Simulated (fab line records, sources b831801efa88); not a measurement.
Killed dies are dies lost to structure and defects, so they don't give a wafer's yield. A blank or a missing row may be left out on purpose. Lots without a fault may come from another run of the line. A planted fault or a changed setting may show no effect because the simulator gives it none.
Which tool did it? | flow sky130 | 12 lots, 36 wafers sampled, at 5 steps of a route of 708

WHAT THE GAUGES READ, wafer by wafer
SKY_VT_ADJUST_LVTN_TW_MEAS_10.
lot  | measured     | on            | VT_ADJUST_LVTN_TW
L528 | day 7 09:22  | film_metro-02 | 243.6 242.1 242.7
L529 | day 7 14:31  | film_metro-03 | 238.0 239.0 237.6
L531 | day 8 06:46  | film_metro-04 | 242.0 241.3 241.7
L533 | day 8 16:22  | film_metro-03 | 240.0 238.8 239.8
L534 | day 8 23:59  | film_metro-04 | 242.7 241.0 241.8
L535 | day 9 03:52  | film_metro-04 | 243.0 241.4 242.5
L536 | day 9 15:34  | film_metro-02 | 240.0 240.7 240.7
L537 | day 9 21:22  | film_metro-03 | 239.7 239.7 239.8
L544 | day 11 19:03 | film_metro-04 | 240.6 240.7 241.6
L546 | day 12 02:40 | film_metro-04 | 243.1 241.1 241.9
L547 | day 12 07:36 | film_metro-04 | 242.6 242.7 242.5
L548 | day 12 14:46 | film_metro-02 | 240.5 240.3 240.3

SKY_VT_ADJUST_NCORE_TW_MEAS_11.
lot  | measured     | on            | VT_ADJUST_NCORE_TW
L528 | day 9 00:26  | film_metro-01 | 216.5 216.6 216.5
L529 | day 9 05:01  | film_metro-03 | 216.3 218.3 217.3
L531 | day 10 00:14 | film_metro-01 | 217.5 218.3 217.8
L533 | day 10 11:02 | film_metro-03 | 215.7 216.8 216.2
L534 | day 10 17:50 | film_metro-04 | 220.4 220.4 220.5
L535 | day 10 23:20 | film_metro-03 | 217.8 216.6 216.6
L536 | day 11 10:28 | film_metro-03 | 217.8 217.5 216.6
L537 | day 11 16:43 | film_metro-03 | 218.1 217.9 217.9
L544 | day 13 17:32 | film_metro-01 | 250.7 249.3 249.6
L546 | day 14 04:01 | film_metro-03 | 217.9 217.2 216.7
L547 | day 14 09:10 | film_metro-03 | 248.5 248.4 248.8
L548 | day 14 17:14 | film_metro-03 | 214.9 216.1 217.3

SKY_RES_PROTECT_TW_MEAS_08.
lot  | measured     | on            | POLY_GATE_TW
L528 | day 15 13:44 | film_metro-03 | 4022 3999 4024
L529 | day 15 23:50 | film_metro-02 | 4044 4047 4027
L531 | day 16 11:58 | film_metro-02 | 4042 4059 4062
L533 | day 17 07:05 | film_metro-02 | 4024 4017 4002
L534 | day 17 11:15 | film_metro-03 | 4019 4012 4022
L535 | day 17 17:59 | film_metro-02 | 4014 4042 4039
L536 | day 18 10:13 | film_metro-02 | 4012 4035 4039
L537 | day 18 18:02 | film_metro-04 | 4011 3989 4006
L544 | day 21 09:34 | film_metro-04 | 3997 4013 4010
L546 | day 21 22:45 | film_metro-04 | 4003 4028 4003
L547 | day 22 07:55 | film_metro-03 | 4030 4026 4030
L548 | day 22 22:47 | film_metro-02 | 4026 4004 4014

WHICH TOOL RAN EACH LOT (tool, then ch and the chambers of the sampled wafers, then the start)
lot  | SKY_VT_ADJUST_HVTP_STRIP_10          | SKY_VT_ADJUST_NCORE_IMPLANT_09
L528 | plasma_asher-01 ch 0,1, day 6 13:35  | implanter-01 ch 0, day 9 00:11
L529 | plasma_asher-01 ch 0,1, day 6 18:26  | implanter-04 ch 0, day 9 04:47
L531 | plasma_asher-01 ch 0,1, day 7 10:41  | implanter-04 ch 0, day 9 23:59
L533 | plasma_asher-03 ch 0,1, day 7 21:59  | implanter-03 ch 0, day 10 10:48
L534 | plasma_asher-04 ch 0,1, day 8 04:36  | implanter-03 ch 0, day 10 17:38
L535 | plasma_asher-04 ch 0,1, day 8 09:01  | implanter-04 ch 0, day 10 23:06
L536 | plasma_asher-01 ch 0,1, day 8 17:41  | implanter-04 ch 0, day 11 10:13
L537 | plasma_asher-01 ch 0,1, day 8 23:44  | implanter-01 ch 0, day 11 16:28
L544 | plasma_asher-04 ch 0,1, day 10 20:44 | implanter-03 ch 0, day 13 17:17
L546 | plasma_asher-03 ch 0,1, day 11 03:50 | implanter-01 ch 0, day 14 03:46
L547 | plasma_asher-04 ch 0,1, day 11 08:53 | implanter-03 ch 0, day 14 08:55
L548 | plasma_asher-04 ch 0,1, day 11 15:17 | implanter-01 ch 0, day 14 17:00
- SKY_VT_ADJUST_HVTP_STRIP_10: strips in O2/N2.
- SKY_VT_ADJUST_NCORE_IMPLANT_09

WHAT THE TOOLS THEMSELVES READ (means of the sampled wafers that have a number; where no wafer has one, the mark that the record gives instead)
SKY_VT_ADJUST_HVTP_STRIP_10.
lot  | tool            | drypump_motor_current_A (A) | oes_product_au (a.u.) | strip_time_to_endpoint_s (s)
L528 | plasma_asher-01 | 5.9                         | 0.719                 | 14.18
L529 | plasma_asher-01 | 5.9                         | 0.714                 | 14.15
L531 | plasma_asher-01 | 5.9                         | 0.715                 | 14.15
L533 | plasma_asher-03 | 4.9                         | 0.713                 | 14.16
L534 | plasma_asher-04 | 5.7                         | 0.715                 | 14.17
L535 | plasma_asher-04 | 5.7                         | 0.717                 | 14.09
L536 | plasma_asher-01 | 5.9                         | 0.716                 | 14.13
L537 | plasma_asher-01 | 5.8                         | 0.717                 | 14.14
L544 | plasma_asher-04 | 5.7                         | 0.715                 | 14.24
L546 | plasma_asher-03 | 4.9                         | 0.710                 | 14.19
L547 | plasma_asher-04 | 5.7                         | 0.721                 | 14.18
L548 | plasma_asher-04 | 5.7                         | 0.717                 | 14.19

SKY_VT_ADJUST_NCORE_IMPLANT_09.
lot  | tool         | dose_ions_cm2 | faraday_current_uA
L528 | implanter-01 | 2.4021e+12    | 13.72
L529 | implanter-04 | 2.4002e+12    | 13.51
L531 | implanter-04 | 2.4004e+12    | 13.55
L533 | implanter-03 | 2.4012e+12    | 13.72
L534 | implanter-03 | 2.4003e+12    | 13.55
L535 | implanter-04 | 2.3992e+12    | 13.39
L536 | implanter-04 | 2.4043e+12    | 13.57
L537 | implanter-01 | 2.3985e+12    | 13.35
L544 | implanter-03 | 3.8564e+12    | 21.50
L546 | implanter-01 | 2.4028e+12    | 13.40
L547 | implanter-03 | 3.8585e+12    | 21.99
L548 | implanter-01 | 2.4002e+12    | 13.55

THE ANSWER, worked out from the rows above alone
Rule: what is usual is taken from the lots themselves. Put in order of their means at a reading, lots are off if they are a third of the lots or fewer, leave a main group of 4 or more, and stand apart from it by a gap of 3 or more times the standard deviation of the main group's means; of several such gaps the widest counts. A main group whose means are all the same, to the digits that the tables above print for the reading, isn't used. A lot without any number at a reading at which 4 lots or more have one is off too. The other lots that the step has rows for count as sound. The gauges are gone through in route order, then the tools' own readings, and for those a lot's mean is taken as printed above. The first step at which some lot is off is used, and at that step the reading that is off furthest; a lot without a number counts as furthest.
Off: L544, L547, at SKY_VT_ADJUST_NCORE_TW_MEAS_11 (VT_ADJUST_NCORE_TW). The main group: mean 217.4, standard deviation 1.2.
A tool fits if, at a process step before that reading, it ran every lot that is off, and no sound lot after the first of them. The gauges at SKY_VT_ADJUST_NCORE_TW_MEAS_11 aren't tried: what is off there is off at SKY_VT_ADJUST_NCORE_IMPLANT_09 too, on other tools, and a gauge's error can't cause that. One fits: implanter-03 at SKY_VT_ADJUST_NCORE_IMPLANT_09. Its last sound lot is L534 (day 10 17:38), its first lot that is off L544 (day 13 17:17): a fault that began between those two fits.
The tool's own readings at SKY_VT_ADJUST_NCORE_IMPLANT_09 bear it out: on the lots that are off they differ by more than 5 times the standard deviation of the sound lots' means. dose_ions_cm2 reads 3.8574e+12 there against 2.4009e+12 on the sound lots; faraday_current_uA reads 21.74 there against 13.53 on the sound lots.

WHAT THE SIMULATOR HAD PUT IN
Process parameter drift: implanter-03, from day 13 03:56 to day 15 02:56, at SKY_VT_ADJUST_NCORE_IMPLANT_09. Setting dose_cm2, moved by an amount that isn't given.
Lots struck among those shown: L544, L547. The rule above found the same.
